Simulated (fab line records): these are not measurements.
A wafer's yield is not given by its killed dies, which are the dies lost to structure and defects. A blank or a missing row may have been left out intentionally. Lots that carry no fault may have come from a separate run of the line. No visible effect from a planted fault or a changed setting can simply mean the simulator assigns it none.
2 desks, one fault -- flow gf180mcu -- numbers are kept per desk, each desk with only its own; the story behind them comes last

== TOOL OWNER'S DESK, pvd-sputter-04 ==
The tool's own readings at GF_MIM_SPUTTER_08 (material AlCu, target thk 200 nm, time 10.6 s): means of the sampled wafers that have a number, for each lot that ran on this tool. The brackets show how far a lot's mean lies from the usual mean; more than 4 standard deviations puts the lot out of limits, marked OUT.
Columns: A = throttle-valve-pct at GF_MIM_SPUTTER_08, usual 30.3 %
lot,first seen here,A
L511,day 25 13:53,29.7
L512,day 25 14:16,30.2
L518,day 27 14:25,29.8
L527,day 30 06:31,30.5
L529,day 30 18:19,30.4
L531,day 31 04:00,29.6
This desk found nothing out of limits on any of the 6 lots.

== METROLOGY DESK ==
What the gauges read for every lot (on any tool): the sampled wafers with a number, averaged. The brackets show how far a lot's mean lies from the usual mean; more than 4 standard deviations puts the lot out of limits, marked OUT.
Columns: A = MIM_ALCU_RS at GF_MIM_RS_MEAS_10, usual 0.1608 ohm/sq; B = MIM_ALCU_THK at GF_MIM_THK_MEAS_11, usual 197.8 nm
lot,first seen here,A,B
L511,day 25 13:58,0.1611,197.9
L512,day 25 14:20,0.1616,196.5
L517,day 27 02:15,0.1627,196.5
L518,day 27 14:28,0.1699 (+4.5) OUT,189.8
L522,day 28 22:59,0.1583,201.4
L526,day 30 02:31,0.1610,198.2
L527,day 30 06:34,0.1589,199.3
L529,day 30 18:22,0.1632,194.6
L530,day 30 20:43,0.1644,193.3
L531,day 31 04:03,0.1595,198.5
This desk's result: L518 out of limits, first on L518 (MIM_ALCU_RS at GF_MIM_RS_MEAS_10), day 27 14:28. L511, L512, L517, L522, L526, L527, L529, L530, L531 stayed within limits.

== ALL TOGETHER ==
Metrology desk: alarm possible at day 27 14:28 on L518.
The desk of the tool owner found nothing out of limits.
Tool owner's desk: L518 on record, inside its limits.
On pvd-sputter-04, each named lot ran GF_MIM_SPUTTER_08.

== WHAT WAS PUT IN BY THE SIMULATOR ==
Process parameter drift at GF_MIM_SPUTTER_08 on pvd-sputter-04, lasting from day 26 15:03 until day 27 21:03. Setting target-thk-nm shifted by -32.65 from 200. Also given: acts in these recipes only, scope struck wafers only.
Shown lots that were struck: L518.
Delay in hours, fault start to first out-of-limits reading, per desk: metrology desk 23.
